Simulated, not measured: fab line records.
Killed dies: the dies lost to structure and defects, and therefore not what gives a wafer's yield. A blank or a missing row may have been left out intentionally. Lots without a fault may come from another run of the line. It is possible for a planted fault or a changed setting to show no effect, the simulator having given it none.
Matching of chambers + flow gf180mcu + 4 sister chambers for GF_V2_CMP_04 on cmp-02
The step polishes SiO2. 8 wafers are shown with their chamber, then 7 later ones without.

== WAFERS PAIRED WITH THEIR CHAMBERS ==
| wafer  | chamber | motor_current_A (A) | slurry_filter_dp_kPa (kPa) |
|--------|---------|---------------------|----------------------------|
| L978.5 | 2       | 11.2                | 13.71                      |
| L979.6 | 0       | 12.5                | 13.36                      |
| L981.1 | 0       | 11.7                | 13.56                      |
| L982.1 | 3       | 14.2                | 13.47                      |
| L982.2 | 2       | 11.3                | 13.77                      |
| L982.6 | 1       | 13.6                | 13.54                      |
| L985.1 | 3       | 14.0                | 13.58                      |
| L985.4 | 1       | 13.3                | 13.60                      |

== WAFERS WITH NO CHAMBER GIVEN ==
| wafer  | motor_current_A (A) | slurry_filter_dp_kPa (kPa) |
|--------|---------------------|----------------------------|
| L985.6 | 14.1                | 13.66                      |
| L996.3 | 15.4                | 13.59                      |
| L996.4 | 11.3                | 13.55                      |
| L996.5 | 11.7                | 13.68                      |
| L997.3 | 11.8                | 13.50                      |
| L997.4 | 13.3                | 13.48                      |
| L997.6 | 12.3                | 13.39                      |

== THE CHAMBER EACH PASSED THROUGH ==
| wafer  | from the rows above     | in truth                   |
|--------|-------------------------|----------------------------|
| L985.6 | can't be placed: 3 or 1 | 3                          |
| L996.3 | 3                       | 3                          |
| L996.4 | can't be placed: 2 or 0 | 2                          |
| L996.5 | can't be placed: 2 or 0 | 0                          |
| L997.3 | 0                       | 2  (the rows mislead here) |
| L997.4 | can't be placed: 1 or 3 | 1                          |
| L997.6 | 0                       | 0                          |
2 of 7 placed correctly. Not placeable from these rows: 4 (in 4, the candidates include the true chamber). Placed wrongly: 1.
How it was worked out, from the rows above alone: a wafer's distance from a chamber is the root of the sum, over the readings, of the square of ((its reading less the chamber's mean) divided by the reading's scatter). The wafer belongs to the nearest chamber; if the next one is less than 2 further off, it can't be placed. The mean given for a chamber averages the wafers shown for that chamber. How the scatter is found: for the shown wafers, subtract from each reading the mean of its chamber, square and add these, divide the total by (wafers less chambers), then take the root.
